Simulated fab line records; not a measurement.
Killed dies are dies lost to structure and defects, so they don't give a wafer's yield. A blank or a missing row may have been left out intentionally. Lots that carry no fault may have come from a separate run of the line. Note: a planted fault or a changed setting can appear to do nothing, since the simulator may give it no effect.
A lot that was struck, set against a sound lot | flow sky130 | 21 out of 708 route steps
Sound: the wafers L317.1, L317.2, L317.5. Struck: wafers L315.1, L315.2, L315.5. At the end, the cause is stated.
Per side, at each step with rows, come the tool, then ch with its chambers, and then its first start. Under that, the readings that differ: sound wafers | struck wafers | difference of the means | sigmas: that difference in standard deviations of wafers without a fault.
alike: a reading whose means differ by less than 2 such deviations, as well as words and numbers matching on both sides. not compared: withheld readings; readings where some wafer has no value; bounds like >300 that might hide an equal value; numbers whose values overlap and for which the record gives no deviation.
The two part at a step that has a row with sigmas, a row that says differs or no value, or rows on one side only. When numbers do not overlap yet have no deviation, they are printed without sigmas and do not part them. Lack of a reading on every wafer of one side parts them only where that side has two or more wafers.

first, 1 step without rows for these wafers: SKY_GATE_OXIDE_DEVELOP_09 (develop time 60 s).
SKY_GATE_OXIDE_OVL_MEAS_10:
  sound on overlay-02, day 21 13:05; struck on overlay-02, day 21 00:32
  alike: GATE_OXIDE_OVL
then, 2 steps without rows for these wafers: SKY_GATE_OXIDE_IMPLANT_11; SKY_GATE_OXIDE_WET_ETCH_12 (etches SiO2 in dHF, target depth 16.8 nm, time 336 s).
SKY_GATE_OXIDE_STRIP_13: strips in O2/N2.
  sound on plasma asher-04 ch 0,1, day 21 13:23; struck on plasma asher-02 ch 0,1, day 21 00:49
  alike: drypump motor current A, n2 flow sccm, oes product au, strip time to endpoint s
  not compared: rf hours counter h
SKY_GATE_OXIDE_TW_MEAS_14:
  sound on film metro-03, day 21 13:29; struck on film metro-01, day 21 00:55
  reading       | sound             | struck            | difference | sigmas
  GATE_OXIDE_TW | 225.1 223.4 224.0 | 221.9 220.8 221.5 | -2.8       | -3
then, 3 steps without rows for these wafers: SKY_GATE_OXIDE_CLEAN_15 (cleans in SC1/SC2, time 150 s); SKY_GATE_OXIDE_OXIDATION_16 (stabilise 600 s, purge 300 s, target thk 3.57 nm); SKY_POLY_GATE_CVD_00 (deposits poly-Si, target thk 180 nm, time 720 s).
SKY_POLY_GATE_THK_MEAS_01:
  sound on film metro-04, day 21 16:59; struck on film metro-03, day 21 04:14
  alike: POLY_GATE_CVD_00_THK
then, 2 steps without rows for these wafers: SKY_RES_PROTECT_DEHYDRATE_00 (time 60 s); SKY_RES_PROTECT_HMDS_01 (prime time 60 s).
SKY_RES_PROTECT_COAT_02: resist thk 1140 nm.
  sound on litho track-02 ch 0, day 22 08:01; struck on litho track-03 ch 0, day 21 19:08
  reading                                          | sound                | struck               | difference | sigmas
  spin speed rpm (rpm)                             | 2998.5 3000.7 2999.0 | 2800.2 2801.6 2803.9 | -197.5     | -99 or more
  model.NOVOLAK_of_RES_PROTECT_COAT_02.thk nm (nm) | 1138 1145 1139       | 1182 1182 1178       | +40        |
  alike: resist line temp C
then, 3 steps without rows for these wafers: SKY_RES_PROTECT_SOFTBAKE_03 (time 60 s); SKY_RES_PROTECT_EXPOSE_04 (exposes mask RPM, target cd 1270 nm); SKY_RES_PROTECT_PEB_05.
SKY_RES_PROTECT_DEVELOP_06: develop time 60 s.
  sound on litho track-02 ch 0, day 22 22:25; struck on litho track-03 ch 0, day 22 09:59
  reading                                          | sound          | struck         | difference | sigmas
  model.NOVOLAK_of_RES_PROTECT_COAT_02.thk nm (nm) | 1138 1145 1139 | 1182 1182 1178 | +40        |
  alike: resist line temp C
following that, these wafers have no rows for 1 step: SKY_POLY_GATE_IMPLANT_02.
SKY_RES_PROTECT_STRIP_07: strips in O2/N2.
  sound on plasma asher-02 ch 0,1, day 22 22:43; struck on plasma asher-03 ch 0,1, day 22 10:17
  reading                      | sound             | struck            | difference | sigmas
  strip time to endpoint s (s) | 23.26 23.33 23.27 | 23.75 23.72 23.67 | +0.43      | +11
  alike: drypump motor current A, n2 flow sccm, oes product au
  not compared: rf hours counter h
SKY_RES_PROTECT_TW_MEAS_08:
  sound on film metro-01, day 22 22:49; struck on film metro-01, day 22 10:23
  alike: POLY_GATE_TW
-- record jumps: 28 days separate the struck wafers' starts on either side; left off in module RES_PROTECT, taken up again in module PAD_OPEN, whose first shown step is the route's number 708 --
SKY_PAD_OPEN_PROBE_99:
  the record has rows for the struck wafers here (prober-01, day 50 09:23) and none for the sound ones

## WHERE THEY PART
Last at SKY_PAD_OPEN_PROBE_99 as far as this record goes, first at SKY_GATE_OXIDE_TW_MEAS_14.

WHY: what the simulator had put in
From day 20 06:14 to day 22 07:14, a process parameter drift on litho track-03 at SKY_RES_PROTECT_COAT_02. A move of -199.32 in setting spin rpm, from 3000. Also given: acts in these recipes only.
